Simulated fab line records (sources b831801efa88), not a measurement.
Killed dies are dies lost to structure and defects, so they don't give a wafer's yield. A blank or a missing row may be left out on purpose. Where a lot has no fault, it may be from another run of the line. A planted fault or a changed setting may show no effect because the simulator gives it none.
Matching of chambers :: flow sky130 :: 4 sister chambers for SKY_CONTACT_CMP_27 on cmp-02
The step polishes, stops on SiO2, t overpolish 15 s, target thk 0 nm. 4 wafers are shown with their chamber, then 10 later ones without.

WAFERS WITH THEIR CHAMBER
wafer: L086.3
chamber: 3
motor-current-A (A): 12.0

wafer: L086.5
chamber: 1
motor-current-A (A): 12.2

wafer: L090.1
chamber: 0
motor-current-A (A): 10.2

wafer: L090.3
chamber: 2
motor-current-A (A): 10.0

WAFERS WITH NO CHAMBER GIVEN
wafer: L090.5
motor-current-A (A): 10.1

wafer: L094.3
motor-current-A (A): 10.0

wafer: L094.4
motor-current-A (A): 12.2

wafer: L094.6
motor-current-A (A): 11.6

wafer: L092.1
motor-current-A (A): 9.8

wafer: L092.3
motor-current-A (A): 10.5

wafer: L092.6
motor-current-A (A): 12.2

wafer: L096.1
motor-current-A (A): 12.4

wafer: L096.4
motor-current-A (A): 10.7

wafer: L096.6
motor-current-A (A): 11.3

WHICH CHAMBER EACH WENT THROUGH
wafer: L090.5
from the rows above: can't be placed: 0 or 2
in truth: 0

wafer: L094.3
from the rows above: can't be placed: 2 or 0
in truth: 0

wafer: L094.4
from the rows above: can't be placed: 1 or 3
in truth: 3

wafer: L094.6
from the rows above: can't be placed: 3 or 1
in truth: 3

wafer: L092.1
from the rows above: can't be placed: 2 or 0
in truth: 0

wafer: L092.3
from the rows above: can't be placed: 0 or 2
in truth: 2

wafer: L092.6
from the rows above: can't be placed: 1 or 3
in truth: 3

wafer: L096.1
from the rows above: can't be placed: 1 or 3
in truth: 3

wafer: L096.4
from the rows above: can't be placed: 0 or 2
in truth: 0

wafer: L096.6
from the rows above: can't be placed: 3 or 1 or 0 or 2
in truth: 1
Placed correctly: 0 of 10. From these rows, 10 cannot be placed; in 10 the true chamber is one of the candidates. Placed wrongly: 0.
How it was worked out, from the rows above alone: a wafer's distance from a chamber is the root of the sum, over the readings, of the square of ((its reading less the chamber's mean) divided by the reading's scatter). The wafer belongs to the nearest chamber; if the next one is less than 2 further off, it can't be placed. The mean given for a chamber averages the wafers shown for that chamber. The scatter (one wafer shown for each chamber): square how far every hidden wafer sits from the nearest shown wafer, average those squares and take the square root.
